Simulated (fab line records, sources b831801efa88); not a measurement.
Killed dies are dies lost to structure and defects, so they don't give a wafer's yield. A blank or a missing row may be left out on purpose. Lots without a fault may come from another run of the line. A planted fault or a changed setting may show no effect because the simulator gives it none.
fab line records | flow sfq_line
record lots=6 wafers=16 last_day=83
route steps=325 shown A5B@209 R5@212
lots that met no fault: from a run of the same line without faults
start_h: hours from the record's first day to the start of the lot's first wafer shown | wait_h: hours since the lot's step before | " the same as in the row above | L1.1+2: a row that stands for several wafers | - no value, or no start given | * or withheld: withheld | < > ~ a bound
route shown NAME@n: a module of which the file shows steps, and the number in the route of the first | usual: mean/standard deviation of fault-free wafers | same: alike in all rows | chamber/n: place in a boat | sites: the reading at each site | _std_site: their standard deviation | _edge_site: outer sites' mean less inner sites' | radius_mm: how far each site lies from the wafer's centre | mask NAME#n: copy n | behind: the tool/chamber that last shaped the wafer | hold: why the lot was held/for how many hours/how that ended | device: the transistor (n, p or np) that didn't switch | end of line: the same wafers' tests at the end of the route | a step without rows: its recipe alone | killed: dies lost to structure and defects at the first sort, not the wafer's yield | map: a wafer's dies, x killed, . not, _ none there
set.NAME: the setting as run; set.NAME@STEP: as run at that earlier step | model.NAME: the simulator's own value behind a step, which no gauge read
lots at some steps of the route; a table a step, a row a wafer
services: from which hour (start_h, from the record's first day; less than 0 if before it) a tool's chamber was out of use, for how many hours, and why
## steps
# step SFQ_TRILAYER_A5B_DEP_PECVD_129
# recipe material=SiO2 temp_c=150 time_s=133.33 pressure_torr=2.4 rf_w=183.3 precursor=SiH4/N2O target_thk_nm=600
# usual heater_power_w=88/17 throttle_valve_pct=25.5/2
# columns lot.wafer tool chamber start_h wait_h heater_power_w throttle_valve_pct
L940.2 pecvd-03 2 1295.32 0.0 76 22.9
L940.3 " 1 " " 78 28.0
L940.5 " 1 " " 64 27.6
L950.1 pecvd-04 1 1449.51 0.0 92 23.1
L950.4 " 2 " " 97 22.8
L952.1 pecvd-04 0 1478.11 0.0 100 23.0
L952.4 " 1 " " 84 23.1
L954.1 pecvd-03 2 1496.11 0.0 78 23.1
L954.2 " 1 " " 73 28.0
L954.5 " 0 " " 94 24.8
L959.2 pecvd-04 0 1657.62 0.0 111 23.3
L959.3 " 1 " " 91 23.9
L959.5 " 2 " " 91 23.6
L963.2 pecvd-01 2 1692.75 0.0 78 25.8
L963.4 " 0 " " 57 27.0
L963.6 " 2 " " 80 26.1
# step SFQ_TRILAYER_A5B_CMP_CMP_130
# recipe stop_on=Nb down_force_psi=3 platen_rpm=60 target_thk_nm=340.7
# step SFQ_TRILAYER_A5B_METRO_MEASURE_131
# step SFQ_TRILAYER_R5_DEP_SPUTTER_132
# recipe material=Ti base_pressure_pa=1.33e-06 target_thk_nm=5 power_w=2000 time_s=5 chamber_pressure_pa=0.4
# usual base_pressure_pa=1.33e-06/7.4e-08 chamber_pressure_pa=0.4000/0.00082 throttle_valve_pct=30.0/1.1
# columns lot.wafer tool chamber start_h wait_h base_pressure_pa chamber_pressure_pa throttle_valve_pct
L940.2 pvd_sputter-06 - 1313.62 0.8 1.33e-06 0.4003 30.6
L940.3 " - " " 1.38e-06 0.3993 29.5
L940.5 " - " " 1.3e-06 0.3998 30.6
L950.1 pvd_sputter-05 - 1464.76 1.0 1.28e-06 0.3976 30.8
L950.4 " - " " 1.36e-06 0.4003 30.4
L952.1 pvd_sputter-05 - 1500.63 1.0 1.38e-06 0.3992 31.0
L952.4 " - " " 1.44e-06 0.4013 31.8
L954.1 pvd_sputter-06 - 1512.76 1.0 1.34e-06 0.4003 30.8
L954.2 " - " " 1.33e-06 0.4004 30.8
L954.5 " - " " 1.38e-06 0.4004 29.2
L959.2 pvd_sputter-06 - 1661.91 0.8 1.37e-06 0.4004 30.6
L959.3 " - " " 1.28e-06 0.4007 28.9
L959.5 " - " " 1.32e-06 0.4010 29.7
L963.2 pvd_sputter-06 - 1697.04 0.8 1.27e-06 0.3998 30.9
L963.4 " - " " 1.38e-06 0.4008 29.4
L963.6 " - " " 1.4e-06 0.3997 30.7
# step SFQ_TRILAYER_R5_DEP_SPUTTER_133
# recipe material=MoNx base_pressure_pa=1.33e-06 target_thk_nm=40 power_w=1000 time_s=66.7 chamber_pressure_pa=0.4
# usual base_pressure_pa=1.33e-06/7.6e-08 chamber_pressure_pa=0.4000/0.00079 throttle_valve_pct=30.0/1.1
# columns lot.wafer tool chamber start_h wait_h base_pressure_pa chamber_pressure_pa throttle_valve_pct
L940.2 pvd_sputter-06 - 1313.64 0.0 1.41e-06 0.3988 30.6
L940.3 " - " " 1.39e-06 0.4003 29.3
L940.5 " - " " 1.36e-06 0.4000 30.7
L950.1 pvd_sputter-05 - 1464.78 0.0 1.35e-06 0.3999 30.7
L950.4 " - " " 1.41e-06 0.3999 30.3
L952.1 pvd_sputter-05 - 1500.65 0.0 1.32e-06 0.4005 30.7
L952.4 " - " " 1.23e-06 0.3992 31.9
L954.1 pvd_sputter-06 - 1512.78 0.0 1.51e-06 0.4009 30.6
L954.2 " - " " 1.39e-06 0.4012 30.7
L954.5 " - " " 1.43e-06 0.3998 29.0
L959.2 pvd_sputter-06 - 1661.93 0.0 1.41e-06 0.3995 30.9
L959.3 " - " " 1.55e-06 0.3980 28.9
L959.5 " - " " 1.25e-06 0.3987 29.5
L963.2 pvd_sputter-06 - 1697.06 0.0 1.33e-06 0.3993 30.8
L963.4 " - " " 1.38e-06 0.3992 29.1
L963.6 " - " " 1.37e-06 0.4005 30.9
# step SFQ_TRILAYER_R5_DEP_SPUTTER_134
# recipe material=Ti base_pressure_pa=1.33e-06 target_thk_nm=5 power_w=2000 time_s=5 chamber_pressure_pa=0.4
# usual base_pressure_pa=1.33e-06/7.2e-08 chamber_pressure_pa=0.4000/0.0008 throttle_valve_pct=30.0/1.1
# columns lot.wafer tool chamber start_h wait_h base_pressure_pa chamber_pressure_pa throttle_valve_pct
L940.2 pvd_sputter-06 - 1313.69 0.0 1.25e-06 0.4005 30.9
L940.3 " - " " 1.33e-06 0.4011 29.7
L940.5 " - " " 1.28e-06 0.3995 30.8
L950.1 pvd_sputter-05 - 1464.83 0.0 1.23e-06 0.4002 30.9
L950.4 " - " " 1.33e-06 0.4018 30.4
L952.1 pvd_sputter-05 - 1500.70 0.0 1.29e-06 0.4006 31.1
L952.4 " - " " 1.49e-06 0.3996 31.6
L954.1 pvd_sputter-06 - 1512.83 0.0 1.44e-06 0.4004 31.0
L954.2 " - " " 1.31e-06 0.4004 30.9
L954.5 " - " " 1.4e-06 0.3998 29.1
L959.2 pvd_sputter-06 - 1661.98 0.0 1.25e-06 0.4008 30.6
L959.3 " - " " 1.4e-06 0.3992 29.2
L959.5 " - " " 1.31e-06 0.3999 29.6
L963.2 pvd_sputter-06 - 1697.11 0.0 1.28e-06 0.4010 30.7
L963.4 " - " " 1.37e-06 0.3996 29.7
L963.6 " - " " 1.33e-06 0.4000 30.9
# step SFQ_R5_RS_MEAS_933
# recipe thk_meas_gauge=four-point-probe reads=Ti_of_TRILAYER_R5_DEP_SPUTTER_134+MoNx_of_TRILAYER_R5_DEP_SPUTTER_133+Ti_of_TRILAYER_R5_DEP_SPUTTER_132
# usual R5_MONX_RS=7.10/0.079
# columns lot.wafer tool chamber start_h wait_h R5_MONX_RS[ohm/sq]
L940.2 film_metro-03 - 1313.73 0.0 7.22
L940.3 " - " " 7.21
L940.5 " - " " 7.12
L950.1 film_metro-01 - 1464.85 0.0 7.03
L950.4 " - " " 7.02
L952.1 film_metro-03 - 1500.72 0.0 7.07
L952.4 " - " " 6.91
L954.1 film_metro-03 - 1512.85 0.0 7.18
L954.2 " - " " 7.17
L954.5 " - " " 7.21
L959.2 film_metro-03 - 1662.02 0.0 7.21
L959.3 " - " " 7.13
L959.5 " - " " 7.14
L963.2 film_metro-02 - 1697.15 0.0 7.01
L963.4 " - " " 7.04
L963.6 " - " " 7.01
# step SFQ_R5_THK_MEAS_934
# recipe thk_meas_gauge=xrf reads=MoNx_of_TRILAYER_R5_DEP_SPUTTER_133
# usual R5_MONX_THK=39.4/0.47
# columns lot.wafer tool chamber start_h wait_h R5_MONX_THK[nm]
L940.2 film_metro-03 - 1313.84 0.1 38.9
L940.3 " - " " 39.0
L940.5 " - " " 39.3
L950.1 film_metro-01 - 1464.97 0.1 40.3
L950.4 " - " " 39.7
L952.1 film_metro-03 - 1500.84 0.1 39.6
L952.4 " - " " 40.5
L954.1 film_metro-03 - 1512.97 0.1 39.0
L954.2 " - " " 39.2
L954.5 " - " " 38.9
L959.2 film_metro-03 - 1662.13 0.1 38.9
L959.3 " - " " 39.1
L959.5 " - " " 39.3
L963.2 film_metro-02 - 1697.26 0.1 39.5
L963.4 " - " " 39.4
L963.6 " - " " 39.5
# step SFQ_TRILAYER_R5_LITHO_COAT_141
# recipe resist=BARC spin_rpm=3000 resist_thk_nm=62
# step SFQ_TRILAYER_R5_LITHO_COAT_136
# recipe resist=KrF spin_rpm=3000 resist_thk_nm=600
# step SFQ_TRILAYER_R5_LITHO_SOFTBAKE_140
# recipe temp_c=withheld time_s=withheld resist=KrF
# step SFQ_TRILAYER_R5_LITHO_EXPOSE_137
# recipe mask_id=R5 na=0.6 source_shape=conventional sigma_outer=0.65 target_cd_nm=500 dose_mj=14.4
# step SFQ_TRILAYER_R5_LITHO_PEB_139
# recipe peb_temp_c=115 peb_time_s=60 resist=KrF
# columns lot.wafer tool chamber start_h wait_h
L940.2+3+5 litho_track-01 0 1340.31 0.8
L950.1+4 litho_track-04 0 1481.55 1.0
L952.1+4 litho_track-04 0 1514.65 1.0
L954.1+2+5 litho_track-01 0 1520.73 1.0
L959.2+3+5 litho_track-01 0 1664.16 0.8
L963.2+4+6 litho_track-04 0 1699.41 0.8
# step SFQ_TRILAYER_R5_LITHO_DEVELOP_138
# recipe time_s=60 resist=KrF
# step SFQ_R5_OVL_MEAS_935
# usual R5_OVL=0/5.1
# columns lot.wafer tool chamber start_h wait_h R5_OVL[nm]
L940.2 overlay-02 - 1340.60 0.1 4
L940.3 " - " " 8
L940.5 " - " " 3
L950.1 overlay-02 - 1481.85 0.1 -3
L950.4 " - " " -5
L952.1 overlay-02 - 1514.95 0.1 -2
L952.4 " - " " 1
L954.1 overlay-02 - 1521.03 0.1 0
L954.2 " - " " -4
L954.5 " - " " -1
L959.2 overlay-01 - 1664.44 0.1 0
L959.3 " - " " 1
L959.5 " - " " -2
L963.2 overlay-01 - 1699.69 0.1 -1
L963.4 " - " " -5
L963.6 " - " " 2
# step SFQ_TRILAYER_R5_BARC_OPEN_METAL_ETCH_177
# recipe mask_material=PR chemistry=O2 target_depth_nm=125 target=BARC icp_w=600 bias_w=80 pressure_mtorr=10 time_s=41.7
# usual drypump_motor_current_A=5.71/0.3 oes_product_au=0.686/0.0044
# columns lot.wafer tool chamber start_h wait_h drypump_motor_current_A oes_product_au rf_hours_counter_h model.R5.cd_nm
L940.2 rie_metal-02 0 1340.63 0.0 5.65 0.689 33 500.8
L940.3 " 0 " " 5.64 0.690 - 500.2
L940.5 " 1 " " 5.87 0.684 - 498.7
L950.1 rie_metal-01 0 1481.88 0.0 5.36 0.681 122 488.2
L950.4 " 0 " " 5.35 0.684 - 499.1
L952.1 rie_metal-01 0 1514.99 0.0 5.36 0.686 126 487.7
L952.4 " 0 " " 5.36 0.682 - 497.1
L954.1 rie_metal-02 0 1521.07 0.0 5.63 0.689 62 503.2
L954.2 " 1 " " 5.87 0.689 78 502.8
L954.5 " 0 " " 5.63 0.694 - 504.5
L959.2 rie_metal-01 0 1664.47 0.0 5.35 0.681 12 497.9
L959.3 " 0 " " 5.36 0.690 - 498.9
L959.5 " 0 " " 5.36 0.683 - 499.3
L963.2 rie_metal-02 0 1699.72 0.0 5.65 0.689 88 499.6
L963.4 " 0 " " 5.64 0.691 - 500.5
L963.6 " 1 " " 5.91 0.684 - 499.4
# step SFQ_TRILAYER_R5_ETCH_METAL_ETCH_139
# recipe stop_on=SiO2 mask_material=PR chemistry=Cl2 target_depth_nm=60 icp_w=600 bias_w=80 pressure_mtorr=10 time_s=40
# usual drypump_motor_current_A=5.71/0.29 oes_product_au=0.985/0.0078
# columns lot.wafer tool chamber start_h wait_h drypump_motor_current_A oes_product_au rf_hours_counter_h model.R5.cd_nm
L940.2 rie_metal-02 0 1340.68 0.0 5.65 0.982 33 500.7
L940.3 " 0 " " 5.63 0.981 - 499.9
L940.5 " 1 " " 5.91 0.985 - 498.9
L950.1 rie_metal-01 0 1481.94 0.0 5.34 0.975 122 488.2
L950.4 " 0 " " 5.35 0.979 - 499
L952.1 rie_metal-01 0 1515.05 0.0 5.33 0.977 126 487.6
L952.4 " 0 " " 5.34 0.979 - 497.1
L954.1 rie_metal-02 0 1521.13 0.0 5.65 0.995 62 503
L954.2 " 1 " " 5.89 0.984 78 502.5
L954.5 " 0 " " 5.65 1.000 - 504
L959.2 rie_metal-01 0 1664.53 0.0 5.34 0.972 12 497.8
L959.3 " 0 " " 5.34 0.972 - 498.5
L959.5 " 0 " " 5.35 0.983 - 499.3
L963.2 rie_metal-02 0 1699.78 0.0 5.65 0.989 88 499.6
L963.4 " 0 " " 5.65 0.996 - 500.5
L963.6 " 1 " " 5.89 0.986 - 499.6
# step SFQ_TRILAYER_R5_STRIP_STRIP_140
# recipe gas=O2 power_w=200 platen_temp_c=40 overash_fraction=0.65 chemistry=O2 pressure_mtorr=50
# usual drypump_motor_current_A=5.71/0.29 oes_product_au=0.989/0.012
# columns lot.wafer tool chamber start_h wait_h drypump_motor_current_A oes_product_au rf_hours_counter_h
L940.2 rie_metal-02 0 1340.74 0.0 5.65 0.986 33
L940.3 " 0 " " 5.65 0.989 -
L940.5 " 1 " " 5.91 0.994 -
L950.1 rie_metal-01 0 1482.00 0.0 5.34 0.965 123
L950.4 " 0 " " 5.34 0.976 -
L952.1 rie_metal-01 0 1515.11 0.0 5.34 0.986 126
L952.4 " 0 " " 5.34 0.981 -
L954.1 rie_metal-02 0 1521.18 0.0 5.65 0.993 63
L954.2 " 1 " " 5.90 0.987 78
L954.5 " 0 " " 5.65 0.998 -
L959.2 rie_metal-01 0 1664.59 0.0 5.32 0.985 13
L959.3 " 0 " " 5.36 0.982 -
L959.5 " 0 " " 5.34 0.985 -
L963.2 rie_metal-02 0 1699.84 0.0 5.64 0.998 89
L963.4 " 0 " " 5.64 1.005 -
L963.6 " 1 " " 5.89 0.971 -
## services
# columns tool chamber start_h hours kind
pvd_sputter-05 - 1279.63 54.3 repair
pvd_sputter-05 - 1291.66 1.2 repair
pecvd-04 - 1316.75 14.0 pm
rie_metal-02 - 1324.52 1.4 pm
pvd_sputter-05 - 1328.50 5.1 repair
pecvd-04 - 1352.72 5.5 pm
rie_metal-02 0 1361.30 8.1 repair
rie_metal-01 1 1372.04 4.8 repair
rie_metal-01 0 1390.89 7.9 repair
pvd_sputter-05 - 1394.72 10.5 repair
pecvd-03 - 1399.14 1.2 repair
pecvd-04 - 1412.15 0.8 repair
pvd_sputter-06 - 1414.89 1.3 repair
pvd_sputter-06 - 1446.65 1.3 repair
rie_metal-01 - 1477.19 1.0 repair
rie_metal-02 1 1487.13 19.3 repair
rie_metal-01 - 1494.21 0.3 repair
pvd_sputter-05 - 1510.74 3.7 repair
pecvd-04 - 1520.03 0.7 repair
pecvd-04 - 1568.21 4.9 repair
rie_metal-02 - 1626.85 2.8 pm
pecvd-04 2 1642.43 6.5 repair
pecvd-04 - 1692.17 2.8 pm
pecvd-04 - 1698.03 0.6 repair
## key
first_sign none at tools or gauges
model_effect step=SFQ_TRILAYER_R5_BARC_OPEN_METAL_ETCH_177 value=R5.cd_nm without=497.8 struck=487.9
model_effect step=SFQ_TRILAYER_R5_ETCH_METAL_ETCH_139 value=R5.cd_nm without=497.8 struck=487.9
met_at SFQ_TRILAYER_R5_LITHO_PEB_139
struck_wafers L950.1,L952.1
fault kind=process_parameter_drift tool=litho_track-04 chamber=- onset_h=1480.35 steps=SFQ_TRILAYER_R5_LITHO_PEB_139 channel=peb_time_s offset=* shape=step end_h=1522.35 scope=struck_wafers_only acts_in=* stated=*
